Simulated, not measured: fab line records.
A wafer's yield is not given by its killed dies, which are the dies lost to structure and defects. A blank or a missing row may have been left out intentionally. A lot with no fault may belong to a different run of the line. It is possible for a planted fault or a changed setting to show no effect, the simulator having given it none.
fab line records	flow sky130
record lots=6	wafers=18	last_day=50
route steps=708 shown METAL4@634 VIA4@639 PAD_OPEN@708
lots that met no fault: taken from a fault-free run of the same line
start_h: start of the lot's first displayed wafer, in hours after the record's first day	wait_h: hours elapsed since this lot's preceding step	" same as the row above	L1.1+2: several wafers, shown together as one row	- no value present, or no start provided	* or withheld: withheld	< > ~ a bound
route shown NAME@n: NAME is a module with steps in the file, n the number in the route of the first one	usual: mean and standard deviation over wafers with no fault	same: alike in all rows	chamber/n: place in a boat	sites: each site's reading	_std_site: standard deviation of those values	_edge_site: outer sites' mean less inner sites'	radius_mm: for every site, how far away it sits from the centre of the wafer	mask NAME#n: copy n	behind: tool/chamber where the wafer was last shaped	hold: the reason the lot was held/the length of the hold in hours/how it ended	device: names the non-switching transistor (n, p or np)	end of line: at the end of the route, the tests of the same wafers	for a step that has no rows: nothing shown but its recipe	killed: at the first sort, the dies lost to defects and structure; wafer yield is something else	map: the dies of a wafer, with x for killed, . for not killed, _ for no die there
set.NAME: setting as actually run; set.NAME@STEP: the setting as run at that earlier step	model.NAME: the simulator's own value behind a step, which no gauge read
a table for each step, a row for each wafer; lots at some steps of the route
services: from which hour (start_h, from the record's first day; less than 0 if before it) a tool's chamber was out of use, for how many hours, and why
## steps
# step SKY_METAL4_METAL_ETCH_18
# recipe target_depth_a=8450	stop_on=SiO2	over_etch_frac=0.3	time_s=183.1	chemistry=Cl2/BCl3	resist_sidewall_deg=88	pressure_mtorr=10	icp_w=900	bias_w=48.5	Cl2_flow_sccm=60	bcl3_flow_sccm=30
# usual drypump_motor_current_A=5.8/0.43	oes_product_au=0.864/0.0064	throttle_valve_pct=22.265/0.0096
lot.wafer	tool	chamber	start_h	wait_h	drypump_motor_current_A	oes_product_au	rf_hours_counter_h	throttle_valve_pct
L389.4	rie_metal-03	0	979.05	0.1	5.4	0.871	-	22.276
L389.5	"	0	"	"	5.4	0.866	-	22.270
L389.6	"	1	"	"	5.6	0.880	-	22.268
L393.4	rie_metal-03	1	1009.92	0.1	5.6	0.864	-	22.266
L393.5	"	1	"	"	5.6	0.859	-	22.267
L393.6	"	0	"	"	5.4	0.870	-	22.265
L395.3	rie_metal-02	0	1028.22	0.1	6.6	0.859	-	22.261
L395.4	"	1	"	"	6.0	0.863	-	22.272
L395.6	"	1	"	"	6.0	0.855	-	22.246
L405.3	rie_metal-03	0	1086.37	0.1	5.4	0.857	-	22.263
L405.4	"	1	"	"	5.6	0.861	-	22.257
L405.6	"	1	"	"	5.5	0.870	-	22.262
L407.2	rie_metal-01	1	1102.41	0.0	6.0	0.875	10	22.239
L407.5	"	1	"	"	6.0	0.870	-	22.253
L407.6	"	0	"	"	5.1	0.864	-	22.262
L410.2	rie_metal-02	0	1117.47	0.0	6.6	0.860	8	22.281
L410.4	"	1	"	"	6.0	0.862	-	22.249
L410.6	"	0	"	"	6.5	0.873	-	22.266
# step SKY_METAL4_STRIP_19
# recipe chemistry=O2/N2	power_w=1400	pressure_mtorr=1500	platen_temp_c=withheld	o2_flow_sccm=3000	n2_flow_sccm=300	overash_fraction=0.5
# usual drypump_motor_current_A=5.5/0.34	o2_flow_sccm=2999/9.5	oes_product_au=0.498/0.0066	strip_time_to_endpoint_s=6.43/0.1
lot.wafer	tool	chamber	start_h	wait_h	drypump_motor_current_A	o2_flow_sccm	oes_product_au	rf_hours_counter_h	strip_time_to_endpoint_s
L389.4	plasma_asher-02	0	979.20	0.1	5.4	3017	0.502	-	6.39
L389.5	"	1	"	"	5.7	3010	0.496	-	6.38
L389.6	"	0	"	"	5.4	3011	0.488	-	6.31
L393.4	plasma_asher-02	1	1010.07	0.1	5.7	2977	0.496	-	6.37
L393.5	"	1	"	"	5.7	2979	0.495	-	6.35
L393.6	"	0	"	"	5.4	3004	0.499	-	6.37
L395.3	plasma_asher-03	0	1028.37	0.1	6.0	2989	0.512	-	6.55
L395.4	"	1	"	"	5.5	3009	0.497	-	6.45
L395.6	"	0	"	"	6.0	2999	0.500	-	6.49
L405.3	plasma_asher-02	0	1086.53	0.1	5.5	2996	0.504	-	6.52
L405.4	"	1	"	"	5.7	3000	0.498	-	6.38
L405.6	"	1	"	"	5.7	2992	0.488	-	6.34
L407.2	plasma_asher-03	0	1102.59	0.1	6.0	3012	0.500	3	6.48
L407.5	"	1	"	"	5.5	3007	0.490	-	6.47
L407.6	"	0	"	"	6.0	2997	0.503	-	6.46
L410.2	plasma_asher-04	0	1117.70	0.2	5.2	2984	0.508	100	6.63
L410.4	"	1	"	"	4.7	3001	0.501	-	6.40
L410.6	"	0	"	"	5.2	2982	0.504	-	6.60
# step SKY_METAL4_STRIP_20
# recipe chemistry=post_etch_residue_remover	time_s=1200	temp_c=72.5
# step SKY_METAL4_CLEAN_21
# recipe chemistry=IPA	time_s=180	temp_c=25
# step SKY_METAL4_CLEAN_22
# recipe chemistry=O3/DIW	dry=n2_spin
# step SKY_VIA4_HDPCVD_00
# recipe material=SiO2	target_thk_nm=1750	sigma_open_frac=0.3	time_s=291.7	temp_c=400	sih4_flow_sccm=60	pressure_mtorr=6
# step SKY_VIA4_THK_MEAS_01
# recipe reads=SiO2_of_VIA4_HDPCVD_00
# usual VIA4_HDPCVD_THK=1736/19
lot.wafer	tool	chamber	start_h	wait_h	VIA4_HDPCVD_THK[nm]
L389.4	film_metro-03	-	979.98	0.0	1723
L389.5	"	-	"	"	1727
L389.6	"	-	"	"	1701
L393.4	film_metro-01	-	1010.84	0.0	1737
L393.5	"	-	"	"	1744
L393.6	"	-	"	"	1743
L395.3	film_metro-04	-	1029.13	0.1	1769
L395.4	"	-	"	"	1739
L395.6	"	-	"	"	1721
L405.3	film_metro-01	-	1087.30	0.1	1731
L405.4	"	-	"	"	1743
L405.6	"	-	"	"	1764
L407.2	film_metro-04	-	1103.41	0.1	1725
L407.5	"	-	"	"	1755
L407.6	"	-	"	"	1732
L410.2	film_metro-01	-	1118.48	0.1	1695
L410.4	"	-	"	"	1751
L410.6	"	-	"	"	1722
# step SKY_VIA4_CMP_02
# recipe material=SiO2	down_force_psi=4	platen_rpm=60	pad_velocity_m_s=0.94248
# usual motor_current_A=12.0/1.6
lot.wafer	tool	chamber	start_h	wait_h	motor_current_A
L389.4	cmp-02	1	980.06	0.1	14.8
L389.5	"	0	"	"	14.3
L389.6	"	1	"	"	14.6
L393.4	cmp-01	1	1010.92	0.1	9.3
L393.6	"	0	"	"	12.2
L393.5	"	1	"	"	9.7
L395.3	cmp-01	3	1029.17	0.0	11.7
L395.4	"	0	"	"	12.2
L395.6	"	0	"	"	12.0
L405.4	cmp-01	1	1087.34	0.0	9.8
L405.3	"	3	"	"	11.4
L405.6	"	2	"	"	12.6
L407.2	cmp-01	0	1103.61	0.2	12.3
L407.6	"	1	"	"	9.7
L407.5	"	2	"	"	13.0
L410.2	cmp-01	2	1118.53	0.0	11.8
L410.4	"	0	"	"	11.9
L410.6	"	2	"	"	11.6
# step SKY_VIA4_BOW_MEAS_03
# recipe mode=bow
# usual VIA4_BOW=80/9.4
lot.wafer	tool	chamber	start_h	wait_h	VIA4_BOW[um]
L389.4	film_metro-03	-	980.37	0.3	88
L389.5	"	-	"	"	84
L389.6	"	-	"	"	88
L393.4	film_metro-03	-	1011.23	0.3	86
L393.5	"	-	"	"	92
L393.6	"	-	"	"	90
L395.3	film_metro-03	-	1029.51	0.3	67
L395.4	"	-	"	"	67
L395.6	"	-	"	"	62
L405.3	film_metro-03	-	1087.68	0.2	73
L405.4	"	-	"	"	78
L405.6	"	-	"	"	84
L407.2	film_metro-04	-	1103.78	0.1	78
L407.5	"	-	"	"	72
L407.6	"	-	"	"	77
L410.2	film_metro-01	-	1118.85	0.3	92
L410.4	"	-	"	"	76
L410.6	"	-	"	"	98
# step SKY_VIA4_DEHYDRATE_04
# recipe temp_c=200	time_s=60
# step SKY_VIA4_HMDS_05
# recipe prime_time_s=60	prime_temp_c=120
# step SKY_VIA4_COAT_06
# recipe resist=NOVOLAK	spin_rpm=3000	resist_thk_nm=1140
# step SKY_VIA4_SOFTBAKE_07
# recipe temp_c=90	time_s=60	resist=NOVOLAK
# usual resist_line_temp_C=23.00/0.1	run_length_s=89.34/0.26
lot.wafer	tool	chamber	start_h	wait_h	resist_line_temp_C	run_length_s	model.NOVOLAK_of_VIA4_COAT_06.thk_nm
L389.4	litho_track-02	0	991.98	0.1	22.91	89.59	1146
L389.5	"	0	"	"	23.09	89.52	1146
L389.6	"	0	"	"	22.97	89.50	1148
L393.4	litho_track-03	0	1022.44	0.1	22.92	89.18	1148
L393.5	"	0	"	"	22.88	88.99	1144
L393.6	"	0	"	"	23.07	89.00	1142
L395.3	litho_track-01	0	1040.91	0.1	23.00	89.21	1136
L395.4	"	0	"	"	23.18	89.21	1137
L395.6	"	0	"	"	22.98	89.13	1138
L405.3	litho_track-01	0	1097.76	0.1	23.06	118.43	1128
L405.4	"	0	"	"	22.82	118.73	1131
L405.6	"	0	"	"	22.88	118.51	1128
L407.2	litho_track-01	0	1113.73	0.1	23.28	118.43	1128
L407.5	"	0	"	"	23.23	118.37	1128
L407.6	"	0	"	"	23.27	118.56	1130
L410.2	litho_track-02	0	1128.13	0.1	23.01	89.51	1144
L410.4	"	0	"	"	22.96	89.69	1140
L410.6	"	0	"	"	22.85	89.69	1142
# step SKY_VIA4_EXPOSE_08
# recipe mask_id=VIM4	na=0.6	source_shape=conventional	sigma_outer=0.6	polarization=unpolarized	target_cd_nm=800	dose_mj=132
# step SKY_VIA4_PEB_09
# recipe temp_c=withheld	time_s=*	resist=NOVOLAK
# step SKY_VIA4_DEVELOP_10
# recipe resist=NOVOLAK	developer=TMAH	develop_time_s=60	dev_temp_c=23
# step SKY_VIA4_OVL_MEAS_11
# usual VIA4_OVL=-0.2/1.4
lot.wafer	tool	chamber	start_h	wait_h	VIA4_OVL[nm]
L389.4	overlay-02	-	1003.28	0.1	2.4
L389.5	"	-	"	"	2.4
L389.6	"	-	"	"	-1.6
L393.4	overlay-01	-	1033.98	0.1	-0.3
L393.5	"	-	"	"	1.2
L393.6	"	-	"	"	-1.7
L395.3	overlay-01	-	1051.98	0.1	-1.7
L395.4	"	-	"	"	-0.1
L395.6	"	-	"	"	-0.6
L405.3	overlay-01	-	1107.72	0.1	0.0
L405.4	"	-	"	"	0.2
L405.6	"	-	"	"	-0.8
L407.2	overlay-02	-	1123.41	0.1	-1.3
L407.5	"	-	"	"	-1.5
L407.6	"	-	"	"	-2.4
L410.2	overlay-02	-	1137.92	0.1	-0.5
L410.4	"	-	"	"	-0.5
L410.6	"	-	"	"	0.0
# step SKY_VIA4_ETCH_12
# recipe target=SiO2	chemistry=C4F8/O2/Ar	stop_on=TiN	mask_material=NOVOLAK	source_w=1500	bias_w=1200	pressure_mtorr=40	c4f8_flow_sccm=withheld	O2_flow_sccm=6	Ar_flow_sccm=300	time_s=withheld	target_depth_a=5800
# usual oes_product_au=0.925/0.0044
lot.wafer	tool	chamber	start_h	wait_h	oes_product_au	model.NOVOLAK_of_VIA4_COAT_06.thk_nm
L389.4	rie_diel-04	1	1003.30	0.0	0.924	1013
L389.5	"	1	"	"	0.925	1012
L389.6	"	2	"	"	0.919	1015
L393.4	rie_diel-04	1	1034.04	0.0	0.925	1014
L393.5	"	0	"	"	0.923	1010
L393.6	"	3	"	"	0.922	1004
L395.3	rie_diel-01	3	1052.00	0.0	0.925	1006
L395.4	"	2	"	"	0.922	1004
L395.6	"	3	"	"	0.926	1008
L405.3	rie_diel-04	1	1107.74	0.0	0.927	994.4
L405.4	"	0	"	"	0.926	997.7
L405.6	"	2	"	"	0.925	994.3
L407.2	rie_diel-03	0	1123.44	0.0	0.929	996.2
L407.5	"	2	"	"	0.931	994.5
L407.6	"	1	"	"	0.919	998.1
L410.2	rie_diel-01	3	1137.95	0.0	0.923	1013
L410.4	"	2	"	"	0.919	1007
L410.6	"	3	"	"	0.929	1011
# step SKY_VIA4_STRIP_13
# recipe chemistry=O2/N2	power_w=1400	pressure_mtorr=1500	platen_temp_c=withheld	o2_flow_sccm=3000	n2_flow_sccm=300	overash_fraction=0.5
# usual drypump_motor_current_A=5.72/0.26	o2_flow_sccm=2999/8.9	oes_product_au=0.709/0.0047	strip_time_to_endpoint_s=12.81/0.032
lot.wafer	tool	chamber	start_h	wait_h	drypump_motor_current_A	o2_flow_sccm	oes_product_au	rf_hours_counter_h	strip_time_to_endpoint_s
L389.4	plasma_asher-03	0	1003.41	-	6.03	2990	0.712	-	12.82
L389.5	"	0	"	"	6.04	3011	0.716	-	12.81
L389.6	"	1	"	"	5.53	3003	0.709	-	12.86
L393.4	plasma_asher-03	1	1034.11	-	5.55	3000	0.715	-	12.84
L393.5	"	1	"	"	5.52	3019	0.708	-	12.80
L393.6	"	0	"	"	6.04	3004	0.713	-	12.78
L395.3	plasma_asher-02	0	1052.11	-	5.46	2996	0.696	-	12.82
L395.4	"	1	"	"	5.75	2992	0.713	-	12.79
L395.6	"	1	"	"	5.74	3002	0.703	-	12.77
L405.3	plasma_asher-02	0	1107.85	-	5.45	2990	0.713	-	12.68
L405.4	"	1	"	"	5.74	3008	0.703	-	12.70
L405.6	"	0	"	"	5.45	2984	0.711	-	12.68
L407.2	plasma_asher-01	1	1123.52	-	6.00	3002	0.711	37	12.70
L407.5	"	1	"	"	6.02	2994	0.712	-	12.68
L407.6	"	0	"	"	5.44	2978	0.717	-	12.72
L410.2	plasma_asher-02	0	1138.02	-	5.46	2998	0.709	71	12.82
L410.4	"	0	"	"	5.46	2999	0.706	-	12.83
L410.6	"	1	"	"	5.75	3013	0.714	-	12.80
# step SKY_VIA4_STRIP_14
# recipe chemistry=post_etch_residue_remover	time_s=1200	temp_c=72.5
# step SKY_PAD_OPEN_PROBE_99
# usual defect_limited_yield=82.5/1.8	killed_at_M0_to_M3=42/6.6	killed_at_M4_up=3.0/1.8	killed_at_contacts=25/5.1	killed_at_front_end=15/4.4	killed_at_other=0.3/0.56	killed_dies=86/8.6	killed_open=47/6.9	killed_short=38/6	sort_bin_3_pad_short=0.8/0.42	sort_bin_5_function=10.6/1.5	sort_bin_6_memory=6.1/1.1	sort_n_pass=406/8.6	sort_yield_pct=82.5/1.8
# same gross_dies=492	killed_at_back_side=0	sort_bin_4_leakage[%]=0	sort_bin_8_speed[%]=0
lot.wafer	tool	chamber	start_h	wait_h	defect_limited_yield[%]	killed_at_M0_to_M3	killed_at_M4_up	killed_at_contacts	killed_at_front_end	killed_at_other	killed_dies	killed_open	killed_short	sort_bin_3_pad_short[%]	sort_bin_5_function[%]	sort_bin_6_memory[%]	sort_n_pass	sort_yield_pct[%]
L389.4	prober-02	-	1074.68	0.2	85.8	37	3	14	16	0	70	36	32	0.4	8.1	5.7	422	85.8
L389.5	prober-02	-	1074.73	0.2	85.6	33	1	18	17	2	71	38	32	0.8	8.1	5.5	421	85.6
L389.6	prober-02	-	1074.78	0.2	85.6	29	3	22	17	0	71	41	30	0.6	8.3	5.5	421	85.6
L393.4	prober-02	-	1100.68	0.2	80.9	46	6	22	20	0	94	47	47	2.0	10.6	6.5	398	80.9
L393.5	prober-02	-	1100.73	0.2	81.1	48	2	28	15	0	93	47	46	1.0	11.4	6.5	399	81.1
L393.6	prober-02	-	1100.78	0.2	83.9	32	2	19	26	0	79	35	44	0.8	8.5	6.7	413	83.9
L395.3	prober-02	-	1117.63	0.2	82.1	39	5	30	14	0	88	48	40	0.4	11.6	5.9	404	82.1
L395.4	prober-02	-	1117.68	0.2	80.3	51	1	29	16	0	97	60	37	0.6	11.4	7.7	395	80.3
L395.6	prober-02	-	1117.78	0.2	83.1	41	5	21	16	0	83	43	40	1.2	10.0	5.7	409	83.1
L405.3	prober-02	-	1168.18	0.2	86.2	32	5	19	12	0	68	37	31	1.2	7.9	4.7	424	86.2
L405.4	prober-02	-	1168.23	0.2	79.5	46	8	29	18	0	101	57	44	1.8	13.0	5.7	391	79.5
L405.6	prober-02	-	1168.33	0.2	81.9	41	3	30	14	1	89	54	35	1.4	9.8	6.9	403	81.9
L407.2	prober-02	-	1181.92	0.1	82.9	36	6	19	23	0	84	47	36	0.4	8.3	8.3	408	82.9
L407.5	prober-02	-	1182.07	0.2	84.6	35	1	27	13	0	76	36	40	1.2	8.1	6.1	416	84.6
L407.6	prober-02	-	1182.12	0.2	82.3	48	3	23	12	1	87	40	47	0.8	10.8	6.1	405	82.3
L410.2	prober-01	-	1194.68	0.1	83.5	39	4	25	13	0	81	55	26	0.2	10.2	6.1	411	83.5
L410.4	prober-01	-	1194.78	0.2	81.5	44	3	29	12	3	91	55	36	0	11.8	6.7	401	81.5
L410.6	prober-01	-	1194.88	0.2	82.5	42	2	23	19	0	86	43	43	0.8	11.2	5.5	406	82.5
# killed by level:class
L389.4 FIELD_ISO:geometric_particle:open=6 CONTACT:geometric_particle:open=6 VIA1:geometric_particle:open=6 LI_CONTACT:geometric_particle:open=5 METAL2:geometric_particle:short=5 VIA3:geometric_particle:short=5 METAL1:geometric_particle:short=4 VIA2:geometric_particle:open=4
L389.5 VIA1:geometric_particle:open=10 CONTACT:geometric_particle:open=8 FIELD_ISO:geometric_particle:short=6 POLY_GATE:geometric_particle:open=5 METAL1:geometric_particle:short=5 POLY_GATE:geometric_particle:short=4 LI_CONTACT:geometric_particle:open=4 VIA2:geometric_particle:open=4
L389.6 LI_CONTACT:geometric_particle:open=7 CONTACT:geometric_particle:open=7 VIA1:geometric_particle:open=7 POLY_GATE:geometric_particle:open=5 CONTACT:geometric_particle:short=5 METAL1:geometric_particle:short=5 METAL2:geometric_particle:short=5 VIA3:geometric_particle:open=5
L393.4 CONTACT:geometric_particle:open=10 METAL1:geometric_particle:short=7 VIA3:geometric_particle:open=7 VIA1:geometric_particle:open=6 LI_CONTACT:geometric_particle:open=5 VIA2:geometric_particle:open=5 METAL2:geometric_particle:short=5 METAL3:geometric_particle:short=5
L393.5 LI_CONTACT:geometric_particle:open=9 VIA1:geometric_particle:open=9 METAL2:geometric_particle:short=8 CONTACT:geometric_particle:open=7 METAL1:geometric_particle:short=7 VIA3:geometric_particle:open=6 POLY_GATE:geometric_particle:short=5 CONTACT:geometric_particle:short=5
L393.6 VIA3:geometric_particle:open=9 CONTACT:geometric_particle:open=8 FIELD_ISO:geometric_particle:short=6 FIELD_ISO:geometric_particle:open=5 POLY_GATE:geometric_particle:open=5 METAL1:geometric_particle:short=5 VIA1:geometric_particle:short=5 POLY_GATE:geometric_particle:short=4
L395.3 VIA1:geometric_particle:open=13 LI_CONTACT:geometric_particle:open=12 CONTACT:geometric_particle:open=9 FIELD_ISO:geometric_particle:short=5 METAL2:geometric_particle:short=5 METAL4:geometric_particle:short=5 FIELD_ISO:geometric_particle:open=4 VIA3:geometric_particle:short=4
L395.4 VIA1:geometric_particle:open=13 LI_CONTACT:geometric_particle:open=9 VIA2:geometric_particle:open=9 VIA3:geometric_particle:open=8 CONTACT:geometric_particle:short=7 CONTACT:geometric_particle:open=6 METAL2:geometric_particle:short=5 FIELD_ISO:geometric_particle:short=4
L395.6 CONTACT:geometric_particle:open=12 VIA2:geometric_particle:open=7 VIA1:geometric_particle:short=6 VIA1:geometric_particle:open=6 POLY_GATE:geometric_particle:short=5 CONTACT:geometric_particle:short=5 FIELD_ISO:geometric_particle:short=4 LI_CONTACT:geometric_particle:open=4
L405.3 LI_CONTACT:geometric_particle:open=8 VIA1:geometric_particle:short=8 VIA1:geometric_particle:open=8 CONTACT:geometric_particle:open=7 METAL2:geometric_particle:short=5 FIELD_ISO:geometric_particle:short=4 VIA2:geometric_particle:open=4 FIELD_ISO:geometric_particle:open=3
L405.4 VIA1:geometric_particle:open=10 CONTACT:geometric_particle:open=9 VIA2:geometric_particle:open=9 POLY_GATE:geometric_particle:open=8 CONTACT:geometric_particle:short=7 VIA3:geometric_particle:open=7 METAL1:geometric_particle:short=7 LI_CONTACT:geometric_particle:short=6
L405.6 CONTACT:geometric_particle:open=18 METAL2:geometric_particle:short=8 FIELD_ISO:geometric_particle:open=7 LI_CONTACT:geometric_particle:open=6 VIA1:geometric_particle:open=6 METAL1:geometric_particle:short=5 VIA2:geometric_particle:open=5 VIA3:geometric_particle:short=5
L407.2 VIA1:geometric_particle:open=11 FIELD_ISO:geometric_particle:open=8 CONTACT:geometric_particle:open=7 POLY_GATE:geometric_particle:short=5 METAL1:geometric_particle:short=5 VIA2:geometric_particle:open=5 VIA3:geometric_particle:open=5 LI_CONTACT:geometric_particle:open=4
L407.5 CONTACT:geometric_particle:open=11 LI_CONTACT:geometric_particle:open=8 METAL1:geometric_particle:short=7 VIA1:geometric_particle:open=7 METAL2:geometric_particle:short=5 CONTACT:geometric_particle:short=5 VIA1:geometric_particle:short=5 FIELD_ISO:geometric_particle:short=4
L407.6 METAL2:geometric_particle:short=10 CONTACT:geometric_particle:open=9 METAL1:geometric_particle:short=8 VIA2:geometric_particle:open=7 VIA1:geometric_particle:open=7 LOCAL_INTERCONNECT:geometric_particle:short=5 VIA1:geometric_particle:short=5 METAL3:geometric_particle:short=5
L410.2 CONTACT:geometric_particle:open=15 VIA1:geometric_particle:open=9 METAL2:geometric_particle:short=9 VIA2:geometric_particle:open=8 LI_CONTACT:geometric_particle:open=5 FIELD_ISO:geometric_particle:short=4 FIELD_ISO:geometric_particle:open=4 VIA3:geometric_particle:open=4
L410.4 CONTACT:geometric_particle:open=11 VIA1:geometric_particle:open=11 VIA2:geometric_particle:open=9 LI_CONTACT:geometric_particle:open=8 POLY_GATE:geometric_particle:open=7 VIA3:geometric_particle:open=6 METAL1:geometric_particle:short=5 LOCAL_INTERCONNECT:geometric_particle:short=4
L410.6 CONTACT:geometric_particle:open=14 VIA2:geometric_particle:open=8 METAL1:geometric_particle:short=6 VIA1:geometric_particle:open=6 VIA1:geometric_particle:short=6 FIELD_ISO:geometric_particle:short=5 CONTACT:geometric_particle:short=5 POLY_GATE:geometric_particle:short=4
## services
tool	chamber	start_h	hours	kind
cmp-01	-	962.90	0.2	repair
rie_metal-01	-	974.02	67.0	repair
cmp-01	-	985.25	2.0	repair
cmp-02	-	988.66	7.7	pm
rie_diel-01	0	993.26	65.1	repair
cmp-01	-	1000.42	2.7	repair
rie_diel-01	3	1014.69	4.4	repair
plasma_asher-03	-	1015.61	2.8	pm
rie_diel-04	2	1028.10	7.5	repair
rie_diel-04	2	1035.77	4.9	repair
rie_metal-01	-	1041.07	1.4	pm
plasma_asher-01	-	1041.87	2.8	pm
rie_diel-03	-	1043.62	2.8	pm
rie_diel-04	3	1048.69	10.1	repair
plasma_asher-03	-	1053.02	14.6	pm
rie_diel-01	-	1061.25	0.3	repair
cmp-01	-	1064.12	0.5	repair
plasma_asher-03	-	1067.62	9.0	pm
rie_metal-03	-	1067.65	0.3	repair
cmp-02	-	1073.41	4.1	repair
cmp-01	-	1077.42	0.2	repair
rie_diel-04	1	1092.31	4.4	repair
rie_metal-02	-	1117.71	11.5	repair
plasma_asher-03	-	1126.39	1.3	repair
## key
first_sign step=SKY_VIA4_SOFTBAKE_07	reading=run_length_s	direction=up	sigmas=99+	usual=*	struck=*
effect step=SKY_VIA4_STRIP_13	reading=strip_time_to_endpoint_s	direction=down	sigmas=3.5	usual=*	struck=*
model_effect step=SKY_VIA4_SOFTBAKE_07	value=NOVOLAK_of_VIA4_COAT_06.thk_nm	without=1136	struck=1129
model_effect step=SKY_VIA4_ETCH_12	value=NOVOLAK_of_VIA4_COAT_06.thk_nm	without=1004	struck=995.9
met_at SKY_VIA4_SOFTBAKE_07
struck_wafers L405.3,L405.4,L405.6,L407.2,L407.5,L407.6
onset_between 1040.91 1097.76
fault kind=process_parameter_drift	tool=litho_track-01	chamber=-	onset_h=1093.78	steps=SKY_VIA4_SOFTBAKE_07	channel=time_s	offset=*	shape=step	end_h=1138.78	acts_in=*	stated=*
